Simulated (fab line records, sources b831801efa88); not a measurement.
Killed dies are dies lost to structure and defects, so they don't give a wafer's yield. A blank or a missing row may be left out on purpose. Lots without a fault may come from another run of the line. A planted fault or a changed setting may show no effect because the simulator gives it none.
One fault seen from 2 desks | flow sky130 | each desk has only its own numbers; what lay behind them comes last

THE TOOL OWNER'S DESK: implanter-03
The tool's own readings at SKY_SD_P_IMPLANT_09: means of the sampled wafers that have a number, for each lot that ran on this tool. A lot is out of limits, marked OUT, if its mean lies more than 4 standard deviations from the usual mean; the brackets give that distance.
Columns: A = beam_on_s at SKY_SD_P_IMPLANT_09, usual 15.4 s; B = dose_ions_cm2 at SKY_SD_P_IMPLANT_09, usual 3.001e+15
lot  | first seen here | A               | B
L421 | day 25 10:13    | 15.9            | 2.997e+15
L423 | day 26 05:22    | 16.1            | 2.999e+15
L429 | day 28 08:58    | 12.8 (-4.1) OUT | 2.378e+15 (-99 or more) OUT
L431 | day 28 14:04    | 12.7 (-4.3) OUT | 2.380e+15 (-99 or more) OUT
L433 | day 29 10:07    | 12.4 (-4.7) OUT | 2.381e+15 (-99 or more) OUT
L441 | day 32 05:46    | 16.4            | 3.002e+15
L444 | day 33 01:23    | 16.2            | 3.000e+15
This desk's finding: out of limits on L429, L431, L433; first on L429, day 28 08:58 (beam_on_s at SKY_SD_P_IMPLANT_09). In limits: L421, L423, L441, L444.

THE METROLOGY DESK
What the gauges read, lot by lot, whatever tool the lot ran on: means of the sampled wafers that have a number. A lot is out of limits, marked OUT, if its mean lies more than 4 standard deviations from the usual mean; the brackets give that distance.
Columns: A = LDD_P_TW at SKY_LDD_P_TW_MEAS_11, usual 632; B = SD_P_RS at SKY_SD_N_RS_MEAS_17, usual 147.2 ohm/sq; C = METAL1_ALCU_THK at SKY_METAL1_THK_MEAS_06, usual 254 nm
lot  | first seen here | A   | B                | C
L421 | day 19 01:28    | 619 | 147.7            | 255
L423 | day 19 21:20    | 650 | 146.5            | 253
L427 | day 22 01:49    | 624 | 147.2            | 250
L429 | day 22 03:32    | 638 | 151.0 (+8.4) OUT | 250
L431 | day 22 11:41    | 623 | 151.6 (+9.7) OUT | 252
L433 | day 23 09:06    | 619 | 150.1 (+6.4) OUT | 249
L438 | day 26 05:49    | 623 | 147.4            | 261
L440 | day 26 05:53    | 638 | 146.6            | 257
L441 | day 26 06:49    | 640 | 147.1            | 258
L443 | day 26 20:42    | 645 | 147.2            | 251
L444 | day 27 04:53    | 627 | 147.2            | 261
This desk's finding: out of limits on L429, L431, L433; first on L429, day 30 18:19 (SD_P_RS at SKY_SD_N_RS_MEAS_17). In limits: L421, L423, L427, L438, L440, L441, L443, L444.

PUT TOGETHER
The tool owner's desk could have raised an alarm at day 28 08:58, on L429, L431, L433.
The metrology desk could have raised an alarm at day 30 18:19, on L429, L431, L433.
Of the lots named, all ran SKY_SD_P_IMPLANT_09 on implanter-03.

WHAT THE SIMULATOR HAD PUT IN
Process parameter drift: implanter-03, from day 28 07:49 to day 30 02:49, at SKY_SD_P_IMPLANT_09. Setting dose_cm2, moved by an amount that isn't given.
Lots struck among those shown: L429, L431, L433.
Hours from the fault's start to each desk's first reading out of limits: the tool owner's desk, 1; the metrology desk, 59.
